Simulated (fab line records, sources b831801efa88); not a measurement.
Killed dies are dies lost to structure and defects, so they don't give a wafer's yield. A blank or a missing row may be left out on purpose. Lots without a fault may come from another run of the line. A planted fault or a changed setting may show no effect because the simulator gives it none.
A struck lot beside a sound one | flow gf180mcu | 16 steps out of a route of 602
Sound: wafers L835.2, L835.4, L835.6. Struck: wafers L828.1, L828.4, L828.5. The cause comes at the end.
At each step with rows: each side's tool, then ch and its chambers, then its first start. Under that, the readings that differ: sound wafers | struck wafers | difference of the means | sigmas: that difference in standard deviations of wafers without a fault.
alike: readings whose means differ by less than 2 such deviations, and words and numbers that are the same on both sides. not compared: withheld readings, readings that some wafer has no value for, bounds like >300 that may hide the same value, and numbers for which the record gives no deviation and whose values overlap.
The two part at a step that has a row with sigmas, a row that says differs or no value, or rows on one side only. Numbers that don't overlap but have no deviation are shown without sigmas and don't part them. A reading that every wafer of one side lacks parts them only if that side has two wafers or more.

GF_MIM_STRIP_20: strips in O2/N2.
  sound on plasma_asher-04 ch 0, day 29 22:17; struck on plasma_asher-01 ch 0,1, day 27 12:29
  reading                      | sound             | struck            | difference | sigmas
  oes_product_au (a.u.)        | 0.692 0.693 0.693 | 0.689 0.677 0.682 | -0.010     | -2
  strip_time_to_endpoint_s (s) | 11.19 11.21 11.21 | 11.05 11.07 11.06 | -0.14      | -3
  alike: chamber_pressure_mTorr, drypump_motor_current_A, heater_power_w, n2_flow_sccm
  not compared: rf_hours_counter_h
then, 9 steps without rows for these wafers: GF_MIM_STRIP_21 (strips in post etch residue remover, time 1200 s); GF_MIM_CLEAN_22 (cleans in DIW); GF_M5_DEHYDRATE_00 (time 60 s); GF_M5_HMDS_01 (prime time 60 s); GF_M5_COAT_02 (resist thk 1000 nm); GF_M5_SOFTBAKE_03 (time 60 s); GF_M5_EXPOSE_04 (exposes mask Metal5, target cd 280 nm); GF_M5_PEB_05 (peb time 90 s); GF_M5_DEVELOP_06 (develop time 60 s).
GF_M5_CD_MEAS_07: target cd 280 nm.
  sound on cd_sem-02, day 30 17:33; struck on cd_sem-01, day 28 08:55
  reading    | sound             | struck            | difference | sigmas
  cd_nm (nm) | 280.7 281.0 280.3 | 278.0 278.2 278.4 | -2.5       | -2
GF_M5_OVL_MEAS_08:
  sound on overlay-02, day 30 17:40; struck on overlay-02, day 28 09:02
  alike: M5_OVL
GF_M5_ETCH_09: etches Si3N4 in CF4/O2, target depth 52 nm, time 11.6 s.
  sound on rie_diel-03 ch 2,3, day 30 17:41; struck on rie_diel-01 ch 0,2, day 28 09:05
  reading                             | sound             | struck            | difference | sigmas
  drypump_motor_current_A (A)         | 5.9 6.2 6.2       | 5.1 4.9 4.9       | -1.1       | -2
  model.etch.depth_nm (nm)            | 51.48 52.8 52.96  | 37.56 38.11 38    | -14.52     |
  model.KrF_of_M5_COAT_02.thk_nm (nm) | 947.1 948.2 946.8 | 956.6 956.7 957.9 | +9.7       |
  alike: chamber_pressure_mTorr, oes_product_au, throttle_valve_pct
  not compared: rf_hours_counter_h
GF_M5_METAL_ETCH_10: etches the open film in Cl2/BCl3, stops on SiO2, target depth 750.8 nm, time 125.1 s.
  sound on rie_metal-01 ch 0,1, day 30 17:43; struck on rie_metal-01 ch 0, day 28 09:06
  reading                             | sound             | struck            | difference | sigmas
  model.KrF_of_M5_COAT_02.thk_nm (nm) | 649.5 645.4 644.6 | 653.9 655.5 656.2 | +8.7       |
  alike: chamber_pressure_mTorr, drypump_motor_current_A, oes_product_au, throttle_valve_pct
  not compared: rf_hours_counter_h
GF_M5_STRIP_11: strips in O2/N2.
  sound on plasma_asher-02 ch 0,1, day 30 17:50; struck on plasma_asher-04 ch 0,1, day 28 09:22
  reading                        | sound                | struck               | difference | sigmas
  chamber_pressure_mTorr (mTorr) | 1502.1 1500.4 1501.9 | 1497.6 1499.5 1498.9 | -2.8       | -2
  alike: drypump_motor_current_A, heater_power_w, n2_flow_sccm, oes_product_au, strip_time_to_endpoint_s
  not compared: rf_hours_counter_h
-- the record jumps here: 3 days lie between the struck wafers' starts before and after (it left off in module M5 and takes up again in module PASSIVATION, whose first step shown is number 602 of the route) --
GF_PASSIVATION_PROBE_99:
  the record has rows for the struck wafers here (prober-02, day 31 00:04) and none for the sound ones

WHERE THEY PART
First at GF_MIM_STRIP_20; last, within this record, at GF_PASSIVATION_PROBE_99.

WHY: what the simulator had put in
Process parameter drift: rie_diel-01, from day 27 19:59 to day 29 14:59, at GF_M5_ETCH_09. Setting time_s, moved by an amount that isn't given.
